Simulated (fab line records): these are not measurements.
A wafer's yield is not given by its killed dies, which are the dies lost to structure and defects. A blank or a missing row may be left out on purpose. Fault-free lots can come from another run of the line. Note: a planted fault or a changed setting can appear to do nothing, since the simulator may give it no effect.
Which tool was responsible? || flow gf180mcu || route of 602 steps, sampled at 1 step: 12 lots, 36 wafers

WHAT THE GAUGES READ, wafer by wafer
GF_SAB_THK_MEAS_01.
{"lot": "L075", "measured": "day 14 14:58", "on": "film-metro-01", "SAB_CVD_00_THK (nm)": "49.2 49.9 50.7"}
{"lot": "L077", "measured": "day 15 06:55", "on": "film-metro-02", "SAB_CVD_00_THK (nm)": "49.6 49.7 50.0"}
{"lot": "L079", "measured": "day 15 22:43", "on": "film-metro-02", "SAB_CVD_00_THK (nm)": "49.6 50.0 50.0"}
{"lot": "L081", "measured": "day 16 16:26", "on": "film-metro-01", "SAB_CVD_00_THK (nm)": "49.3 49.8 49.9"}
{"lot": "L083", "measured": "day 17 08:36", "on": "film-metro-02", "SAB_CVD_00_THK (nm)": "50.2 50.7 51.0"}
{"lot": "L085", "measured": "day 18 03:10", "on": "film-metro-02", "SAB_CVD_00_THK (nm)": "50.9 50.9 50.3"}
{"lot": "L087", "measured": "day 19 05:08", "on": "film-metro-01", "SAB_CVD_00_THK (nm)": "50.7 51.0 50.9"}
{"lot": "L089", "measured": "day 19 22:34", "on": "film-metro-03", "SAB_CVD_00_THK (nm)": "50.1 50.3 51.1"}
{"lot": "L091", "measured": "day 20 07:40", "on": "film-metro-02", "SAB_CVD_00_THK (nm)": "49.7 50.2 50.2"}
{"lot": "L093", "measured": "day 21 02:14", "on": "film-metro-03", "SAB_CVD_00_THK (nm)": "49.5 50.2 50.1"}
{"lot": "L095", "measured": "day 21 14:55", "on": "film-metro-03", "SAB_CVD_00_THK (nm)": "49.5 50.0 50.8"}
{"lot": "L097", "measured": "day 22 05:16", "on": "film-metro-03", "SAB_CVD_00_THK (nm)": "49.6 49.8 51.1"}

WHAT TOOL EACH LOT RAN ON (gives the tool, then ch and the chambers of the sampled wafers, and finally the start)
The record shows no process step preceding these readings.

THE ANSWER, worked out from the rows above alone
Rule: the lots themselves supply what counts as usual. The widest of any qualifying gaps counts: lots, ordered by their means at a reading, are off when they make up no more than a third of the lots, leave a main group of 4 or more, and stand apart from it by 3 or more times the standard deviation of that group's means. The tables above print the reading to a certain number of digits; a main group whose means all agree to those digits is not used. Also off: a lot with no number at a reading for which 4 or more lots have one. All remaining lots with rows at the step are treated as sound.
No lot is off on any of the readings shown, so nothing can be concluded from this.

WHAT WAS PUT IN BY THE SIMULATOR
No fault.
